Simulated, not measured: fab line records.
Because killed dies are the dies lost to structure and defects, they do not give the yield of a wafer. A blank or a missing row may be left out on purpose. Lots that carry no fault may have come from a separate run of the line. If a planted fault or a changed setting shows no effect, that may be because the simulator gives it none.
Matching of chambers + flow gf180mcu + hdpcvd-01 running GF_V5_CVD_00: 3 sister chambers
The step deposits SiO2, target thk 300 nm, time 50 s. 6 wafers are shown with their chamber, then 8 later ones without.

## WAFERS PAIRED WITH THEIR CHAMBERS
| wafer  | chamber | pressure_mtorr (mTorr) | susceptor_temp_C (C) |
|--------|---------|------------------------|----------------------|
| L777.2 | 0       | 5.998                  | 399.76               |
| L777.6 | 2       | 6.012                  | 400.28               |
| L778.1 | 2       | 6.035                  | 399.97               |
| L778.4 | 0       | 5.994                  | 400.05               |
| L778.6 | 1       | 6.003                  | 399.91               |
| L780.2 | 1       | 6.019                  | 400.09               |

## WAFERS WHOSE CHAMBER IS MISSING
| wafer  | pressure_mtorr (mTorr) | susceptor_temp_C (C) |
|--------|------------------------|----------------------|
| L780.3 | 5.987                  | 400.19               |
| L780.6 | 6.012                  | 399.94               |
| L782.2 | 5.989                  | 399.45               |
| L782.3 | 5.986                  | 399.69               |
| L782.6 | 5.983                  | 399.73               |
| L783.1 | 5.993                  | 399.55               |
| L783.2 | 6.011                  | 400.27               |
| L783.5 | 6.002                  | 400.67               |

## THE CHAMBER EACH PASSED THROUGH
| wafer  | from the rows above          | in truth |
|--------|------------------------------|----------|
| L780.3 | can't be placed: 0 or 1 or 2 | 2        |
| L780.6 | can't be placed: 1 or 0 or 2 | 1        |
| L782.2 | can't be placed: 0 or 1      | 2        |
| L782.3 | can't be placed: 0 or 1      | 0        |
| L782.6 | can't be placed: 0 or 1      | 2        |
| L783.1 | can't be placed: 0 or 1      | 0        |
| L783.2 | can't be placed: 2 or 1 or 0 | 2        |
| L783.5 | can't be placed: 2 or 1 or 0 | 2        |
Placed correctly: 0 of 8. Cannot be placed on the basis of these rows: 8; the candidates contain the true chamber in 6. Wrongly placed: 0.
How it was worked out, from the rows above alone: a wafer's distance from a chamber is the root of the sum, over the readings, of the square of ((its reading less the chamber's mean) divided by the reading's scatter). The wafer belongs to the nearest chamber; if the next one is less than 2 further off, it can't be placed. Each chamber's mean is taken over the wafers shown for it. The scatter is the square root of a quotient: the sum, over the shown wafers, of each reading's squared deviation from its chamber's mean, divided by wafers minus chambers.
